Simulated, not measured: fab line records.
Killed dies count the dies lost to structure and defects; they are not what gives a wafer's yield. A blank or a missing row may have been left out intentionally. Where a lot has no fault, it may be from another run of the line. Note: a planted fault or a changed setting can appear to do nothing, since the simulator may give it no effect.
Chamber matching    flow gf180mcu    pecvd-04 running GF_V5_CVD_02: 3 sister chambers
The step deposits SiO2 from TEOS, target thk 1450 nm, time 163.28 s. 6 wafers are shown with their chamber, then 12 later ones without.

== WAFERS, EACH WITH ITS CHAMBER ==
wafer   chamber  heater-power-w (W)
L087.3  0        685
L087.5  0        785
L087.6  1        555
L088.1  1        543
L088.2  2        673
L088.5  2        726

== WAFERS MISSING THEIR CHAMBER ==
wafer   heater-power-w (W)
L089.2  552
L089.3  824
L089.5  457
L092.1  767
L092.2  694
L092.3  558
L092.4  459
L092.5  820
L092.6  736
L097.1  535
L097.2  667
L097.6  727

== CHAMBER TAKEN BY EACH ==
wafer   from the rows above           in truth
L089.2  1                             1
L089.3  can't be placed: 0 or 2       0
L089.5  1                             1
L092.1  can't be placed: 0 or 2       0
L092.2  can't be placed: 2 or 0       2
L092.3  1                             1
L092.4  1                             1
L092.5  can't be placed: 0 or 2       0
L092.6  can't be placed: 0 or 2       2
L097.1  1                             1
L097.2  can't be placed: 2 or 0 or 1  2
L097.6  can't be placed: 0 or 2       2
Placed correctly: 5 of 12. From these rows, 7 cannot be placed; in 7 the true chamber is one of the candidates. Placed wrongly: 0.
How it was worked out, from the rows above alone: a wafer's distance from a chamber is the root of the sum, over the readings, of the square of ((its reading less the chamber's mean) divided by the reading's scatter). If the next closest chamber is less than 2 further off than the closest, the wafer can't be placed; otherwise it belongs to the closest. The mean given for a chamber averages the wafers shown for that chamber. The scatter: take each reading less its chamber's mean, square it, sum over the shown wafers, divide by the number of wafers less the number of chambers, and take the root.
